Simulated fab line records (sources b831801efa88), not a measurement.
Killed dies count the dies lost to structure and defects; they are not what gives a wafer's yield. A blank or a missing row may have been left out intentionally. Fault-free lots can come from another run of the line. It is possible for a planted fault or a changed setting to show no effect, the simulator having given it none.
Chamber matching + flow gf180mcu + pecvd-04 running GF_CONTACT_CVD_02: 3 sister chambers
The step deposits SiO2 from TEOS, target thk 860 nm, time 95.992 s. 3 wafers are shown with their chamber, then 8 later ones without.

WAFERS WITH THEIR CHAMBER
| wafer  | chamber | heater power w (W) |
|--------|---------|--------------------|
| L368.3 | 0       | 672                |
| L368.6 | 1       | 814                |
| L369.1 | 2       | 648                |

WAFERS MISSING THEIR CHAMBER
| wafer  | heater power w (W) |
|--------|--------------------|
| L369.3 | 656                |
| L369.5 | 779                |
| L378.2 | 717                |
| L378.5 | 662                |
| L378.6 | 680                |
| L379.1 | 700                |
| L379.4 | 803                |
| L379.6 | 755                |

WHICH CHAMBER EACH ONE RAN IN
| wafer  | from the rows above          | in truth |
|--------|------------------------------|----------|
| L369.3 | can't be placed: 2 or 0      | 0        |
| L369.5 | 1                            | 1        |
| L378.2 | can't be placed: 0 or 2 or 1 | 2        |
| L378.5 | can't be placed: 0 or 2      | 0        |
| L378.6 | can't be placed: 0 or 2      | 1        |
| L379.1 | can't be placed: 0 or 2      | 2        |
| L379.4 | 1                            | 1        |
| L379.6 | can't be placed: 1 or 0 or 2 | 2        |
Correctly placed: 2 of 8. Cannot be placed on the basis of these rows: 6; the candidates contain the true chamber in 5. Placed wrongly: 0.
How it was worked out, from the rows above alone: a wafer's distance from a chamber is the root of the sum, over the readings, of the square of ((its reading less the chamber's mean) divided by the reading's scatter). If the next closest chamber is less than 2 further off than the closest, the wafer can't be placed; otherwise it belongs to the closest. Each chamber's mean is taken over the wafers shown for it. The scatter: root of mean squared gap, hidden wafer to nearest shown wafer, with one shown wafer a chamber.
